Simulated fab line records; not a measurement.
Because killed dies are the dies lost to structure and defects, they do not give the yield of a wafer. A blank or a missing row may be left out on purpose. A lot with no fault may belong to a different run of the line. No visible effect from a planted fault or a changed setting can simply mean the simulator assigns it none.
Which tool did it? ; flow sky130 ; Sampling: 12 lots, 36 wafers, 4 of 708 route steps

== WHAT THE GAUGES SHOWED, per wafer ==
SKY_VIA2_BOW_MEAS_03.
lot;measured;on;VIA2_BOW (um)
L075;day 35 18:32;film metro-04;91 86 89
L077;day 36 09:55;film metro-02;80 83 85
L079;day 37 03:02;film metro-02;85 90 73
L081;day 38 00:07;film metro-02;85 90 79
L083;day 38 08:36;film metro-04;89 82 71
L085;day 39 02:22;film metro-02;76 87 85
L087;day 39 22:05;film metro-03;99 78 90
L089;day 40 10:20;film metro-02;95 77 86
L091;day 40 19:56;film metro-04;80 84 75
L093;day 41 09:52;film metro-02;92 93 97
L095;day 42 00:32;film metro-03;90 90 87
L097;day 42 13:16;film metro-04;83 88 82

== WHICH TOOL RAN EACH LOT (tool, then ch and the chambers of the sampled wafers, then the start) ==
lot;SKY_FIELD_ISO_ETCH_15;SKY_METAL2_SPUTTER_01;SKY_METAL2_ETCH_18
L075;rie diel-03 ch 0,1,2, day 2 09:47;pvd sputter-04, day 34 14:22;rie metal-04 ch 0,1, day 35 17:15
L077;rie diel-03 ch 0,3, day 2 21:59;pvd sputter-02, day 35 06:22;rie metal-04 ch 0,1, day 36 08:40
L079;rie diel-03 ch 1,2,3, day 3 07:38;pvd sputter-03, day 36 00:05;rie metal-03 ch 1, day 37 01:37
L081;rie diel-01 ch 0,1, day 3 19:41;pvd sputter-03, day 36 20:47;rie metal-03 ch 0, day 37 22:52
L083;rie diel-04 ch 0,1,2, day 4 03:40;pvd sputter-04, day 37 04:36;rie metal-01 ch 0,1, day 38 07:20
L085;rie diel-01 ch 1,2, day 4 14:19;pvd sputter-03, day 37 22:50;rie metal-01 ch 0,1, day 39 00:46
L087;rie diel-01 ch 0,2, day 5 02:14;pvd sputter-04, day 38 18:46;rie metal-04 ch 0,1, day 39 20:49
L089;rie diel-04 ch 0,1,3, day 5 10:02;pvd sputter-03, day 39 07:16;rie metal-04 ch 0,1, day 40 09:07
L091;rie diel-01 ch 0,2,3, day 5 22:14;pvd sputter-03, day 39 17:20;rie metal-01 ch 0,1, day 40 18:29
L093;rie diel-01 ch 0,1,2, day 6 08:10;pvd sputter-04, day 40 07:12;rie metal-01 ch 0,1, day 41 08:31
L095;rie diel-03 ch 2,3, day 6 18:52;pvd sputter-03, day 40 23:05;rie metal-01 ch 1, day 41 23:11
L097;rie diel-04 ch 1,2,3, day 7 07:14;pvd sputter-03, day 41 11:32;rie metal-04 ch 0,1, day 42 11:32
- SKY_FIELD_ISO_ETCH_15: etches the open film in CHF3/O2, stops on Si, target depth 180 nm, time 72 s.
- SKY_METAL2_SPUTTER_01: material TiN, target thk 20 nm, time 16.7 s.
- SKY_METAL2_ETCH_18: etches BARC in N2/H2, stops on SiO2, time 45.9 s, target depth 60 nm.

== THE ANSWER, worked out from the rows above alone ==
Rule: the lots themselves supply what counts as usual. The widest of any qualifying gaps counts: lots, ordered by their means at a reading, are off when they make up no more than a third of the lots, leave a main group of 4 or more, and stand apart from it by 3 or more times the standard deviation of that group's means. The tables above print the reading to a certain number of digits; a main group whose means all agree to those digits is not used. A lot without any number at a reading at which 4 lots or more have one is off too. Any other lot the step has rows for is counted as sound.
Across all readings shown, no lot is off: no conclusion can be drawn from this.

== WHAT THE SIMULATOR HAD PUT IN ==
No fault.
